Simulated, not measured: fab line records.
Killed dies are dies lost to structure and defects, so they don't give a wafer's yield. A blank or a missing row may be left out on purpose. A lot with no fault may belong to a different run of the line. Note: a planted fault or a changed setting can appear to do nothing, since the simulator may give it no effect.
Which tool did it?	flow sky130	7 lots, 21 wafers sampled, at 2 steps of a route of 708

## WHAT THE GAUGES READ, wafer by wafer
SKY_VIA4_BOW_MEAS_03.
lot	measured	on	VIA4_BOW (um)
L117	day 42 17:59	filmMetro-03	90 98 83
L120	day 42 20:27	filmMetro-02	73 77 71
L122	day 44 07:01	filmMetro-02	88 89 81
L127	day 45 02:29	filmMetro-03	86 67 84
L132	day 46 09:06	filmMetro-02	75 84 86
L134	day 47 07:20	filmMetro-02	72 79 73
L137	day 48 20:17	filmMetro-01	75 76 85

## WHAT TOOL EACH LOT RAN ON (gives the tool, then ch and the chambers of the sampled wafers, and finally the start)
lot	SKY_CONTACT_CVD_00
L117	pecvd-03 ch 0,2, day 31 15:29
L120	pecvd-03 ch 0,1, day 31 19:59
L122	pecvd-03 ch 1,2, day 32 19:25
L127	pecvd-03 ch 1,2, day 34 09:09
L132	pecvd-04 ch 1,2, day 35 21:01
L134	pecvd-01 ch 0,1,2, day 36 16:40
L137	pecvd-03 ch 0,2, day 38 16:47
- SKY_CONTACT_CVD_00: deposits Si3N4, target thk 75 nm.

## THE ANSWER, worked out from the rows above alone
Rule: the lots themselves supply what counts as usual. Put in order of their means at a reading, lots are off if they are a third of the lots or fewer, leave a main group of 4 or more, and stand apart from it by a gap of 3 or more times the standard deviation of the main group's means; of several such gaps the widest counts. A main group whose means are all the same, to the digits that the tables above print for the reading, isn't used. A lot without any number at a reading at which 4 lots or more have one is off too. All remaining lots with rows at the step are treated as sound.
Across all readings shown, no lot is off: no conclusion can be drawn from this.

## WHAT WAS PUT IN BY THE SIMULATOR
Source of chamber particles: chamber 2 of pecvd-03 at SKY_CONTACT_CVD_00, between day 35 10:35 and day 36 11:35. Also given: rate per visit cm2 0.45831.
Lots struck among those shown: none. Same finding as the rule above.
